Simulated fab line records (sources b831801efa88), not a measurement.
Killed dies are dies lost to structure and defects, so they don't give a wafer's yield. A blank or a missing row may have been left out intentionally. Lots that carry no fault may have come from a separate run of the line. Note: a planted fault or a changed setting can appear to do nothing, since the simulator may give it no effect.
Which tool was responsible? :: flow sky130 :: 36 wafers from 12 lots sampled at 3 of the route's 708 steps

## WHAT THE GAUGES READ, wafer by wafer
SKY_VT_ADJUST_HVTR_OVL_MEAS_08. Usual: VT_ADJUST_HVTR_OVL 1.1 nm, standard deviation 1.4.
lot: L900
measured: day 10 07:44
on: overlay-02
VT_ADJUST_HVTR_OVL (nm): 2.8 0.3 -1.2
flag: 

lot: L902
measured: day 10 19:44
on: overlay-02
VT_ADJUST_HVTR_OVL (nm): -0.1 -0.5 0.7
flag: 

lot: L904
measured: day 11 09:32
on: overlay-01
VT_ADJUST_HVTR_OVL (nm): 2.0 1.9 1.9
flag: 

lot: L905
measured: day 12 01:05
on: overlay-02
VT_ADJUST_HVTR_OVL (nm): 1.2 3.5 4.3
flag: 

lot: L906
measured: day 12 17:46
on: overlay-01
VT_ADJUST_HVTR_OVL (nm): 1.2 3.0 0.5
flag: 

lot: L908
measured: day 13 05:17
on: overlay-01
VT_ADJUST_HVTR_OVL (nm): 1.6 1.2 2.7
flag: 

lot: L910
measured: day 13 09:40
on: overlay-02
VT_ADJUST_HVTR_OVL (nm): 1.0 -0.4 1.1
flag: 

lot: L909
measured: day 13 10:26
on: overlay-02
VT_ADJUST_HVTR_OVL (nm): -190.6 -189.6 -191.5
flag: OFF

lot: L914
measured: day 14 12:55
on: overlay-02
VT_ADJUST_HVTR_OVL (nm): -190.5 -189.8 -189.1
flag: OFF

lot: L916
measured: day 15 07:08
on: overlay-01
VT_ADJUST_HVTR_OVL (nm): -189.7 -190.9 -188.4
flag: OFF

lot: L917
measured: day 15 16:08
on: overlay-02
VT_ADJUST_HVTR_OVL (nm): -0.8 0.9 0.6
flag: 

lot: L918
measured: day 15 23:38
on: overlay-02
VT_ADJUST_HVTR_OVL (nm): -0.9 0.6 0.0
flag: 

SKY_GATE_OXIDE_OVL_MEAS_10. Usual: GATE_OXIDE_OVL 1.0 nm, standard deviation 1.2.
lot: L900
measured: day 14 19:10
on: overlay-02
GATE_OXIDE_OVL (nm): 0.8 2.6 1.4
flag: 

lot: L902
measured: day 15 11:26
on: overlay-02
GATE_OXIDE_OVL (nm): 0.4 -0.6 -0.4
flag: 

lot: L904
measured: day 16 00:09
on: overlay-02
GATE_OXIDE_OVL (nm): 1.2 0.9 0.6
flag: 

lot: L905
measured: day 16 20:26
on: overlay-01
GATE_OXIDE_OVL (nm): 1.7 0.5 0.9
flag: 

lot: L906
measured: day 17 19:09
on: overlay-02
GATE_OXIDE_OVL (nm): -0.6 0.0 -1.5
flag: 

lot: L908
measured: day 18 06:38
on: overlay-02
GATE_OXIDE_OVL (nm): 2.0 3.9 3.2
flag: 

lot: L910
measured: day 18 08:59
on: overlay-01
GATE_OXIDE_OVL (nm): 3.1 0.4 1.8
flag: 

lot: L909
measured: day 18 12:57
on: overlay-02
GATE_OXIDE_OVL (nm): -0.5 0.4 0.3
flag: 

lot: L914
measured: day 19 17:12
on: overlay-02
GATE_OXIDE_OVL (nm): 1.8 -0.6 0.6
flag: 

lot: L916
measured: day 20 16:33
on: overlay-02
GATE_OXIDE_OVL (nm): 2.3 1.2 1.8
flag: 

lot: L917
measured: day 20 20:19
on: overlay-02
GATE_OXIDE_OVL (nm): -0.5 -0.1 1.1
flag: 

lot: L918
measured: day 21 21:17
on: overlay-01
GATE_OXIDE_OVL (nm): -0.5 0.9 1.8
flag: 

## TOOL THAT RAN EACH LOT (tool first, then ch and the chambers of the sampled wafers, then the start)
lot: L900
SKY_VT_ADJUST_HVTR_EXPOSE_04: iline_stepper-01 ch 0, day 9 21:09

lot: L902
SKY_VT_ADJUST_HVTR_EXPOSE_04: iline_stepper-01 ch 0, day 10 08:35

lot: L904
SKY_VT_ADJUST_HVTR_EXPOSE_04: iline_stepper-01 ch 0, day 10 22:23

lot: L905
SKY_VT_ADJUST_HVTR_EXPOSE_04: iline_stepper-02 ch 0, day 11 12:58

lot: L906
SKY_VT_ADJUST_HVTR_EXPOSE_04: iline_stepper-01 ch 0, day 12 05:28

lot: L908
SKY_VT_ADJUST_HVTR_EXPOSE_04: iline_stepper-01 ch 0, day 12 16:35

lot: L910
SKY_VT_ADJUST_HVTR_EXPOSE_04: iline_stepper-02 ch 0, day 12 21:25

lot: L909
SKY_VT_ADJUST_HVTR_EXPOSE_04: iline_stepper-01 ch 0, day 12 22:38

lot: L914
SKY_VT_ADJUST_HVTR_EXPOSE_04: iline_stepper-01 ch 0, day 13 23:59

lot: L916
SKY_VT_ADJUST_HVTR_EXPOSE_04: iline_stepper-01 ch 0, day 14 18:07

lot: L917
SKY_VT_ADJUST_HVTR_EXPOSE_04: iline_stepper-02 ch 0, day 15 02:40

lot: L918
SKY_VT_ADJUST_HVTR_EXPOSE_04: iline_stepper-02 ch 0, day 15 09:55
- SKY_VT_ADJUST_HVTR_EXPOSE_04: exposes mask HVTRM, target cd 380 nm.

## AS READ BY THE TOOLS THEMSELVES (means over the sampled wafers that have a number; for cases with no such wafer, the mark the record gives instead)
SKY_VT_ADJUST_HVTR_EXPOSE_04. Usual: stage_vel_mm_s 500.04 mm/s, standard deviation 0.21.
lot: L900
tool: iline_stepper-01
stage_vel_mm_s (mm/s): 500.03
flag: 

lot: L902
tool: iline_stepper-01
stage_vel_mm_s (mm/s): 500.13
flag: 

lot: L904
tool: iline_stepper-01
stage_vel_mm_s (mm/s): 499.74
flag: 

lot: L905
tool: iline_stepper-02
stage_vel_mm_s (mm/s): 499.90
flag: 

lot: L906
tool: iline_stepper-01
stage_vel_mm_s (mm/s): 500.04
flag: 

lot: L908
tool: iline_stepper-01
stage_vel_mm_s (mm/s): 500.12
flag: 

lot: L910
tool: iline_stepper-02
stage_vel_mm_s (mm/s): 500.12
flag: 

lot: L909
tool: iline_stepper-01
stage_vel_mm_s (mm/s): 500.12
flag: 

lot: L914
tool: iline_stepper-01
stage_vel_mm_s (mm/s): 500.26
flag: 

lot: L916
tool: iline_stepper-01
stage_vel_mm_s (mm/s): 499.99
flag: 

lot: L917
tool: iline_stepper-02
stage_vel_mm_s (mm/s): 500.03
flag: 

lot: L918
tool: iline_stepper-02
stage_vel_mm_s (mm/s): 499.82
flag: 

## THE ANSWER, worked out from the rows above alone
Rule: a lot is off if the mean of its wafers that have a number lies more than 3 standard deviations from the usual mean. Also off: a lot with no number at a reading for which 4 or more lots have one. The other lots that the step has rows for count as sound. Order of review: gauges by route order, followed by the tools' own readings, for which a lot's mean as printed above is used. The first step at which some lot is off is used, and at that step the reading that is off furthest; a lot without a number counts as furthest.
Off: at SKY_VT_ADJUST_HVTR_OVL_MEAS_08 (VT_ADJUST_HVTR_OVL), L909, L914, L916.
If a tool, at a process step before that reading, ran all the lots that are off and no sound lot after the first of them, it fits. Gauges at SKY_VT_ADJUST_HVTR_OVL_MEAS_08: tried the same way as those tools. One candidate fits, namely iline_stepper-01 at SKY_VT_ADJUST_HVTR_EXPOSE_04. A fault onset in the window from L908 (day 12 16:35, its last sound lot) to L909 (day 12 22:38, its first lot off) fits.

## WHAT THE SIMULATOR PUT IN
Scanner matching overlay: iline_stepper-01, from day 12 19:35 on, at SKY_VT_ADJUST_HVTR_EXPOSE_04. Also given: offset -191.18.
Lots struck among those shown: L909, L914, L916. Same finding as the rule above.
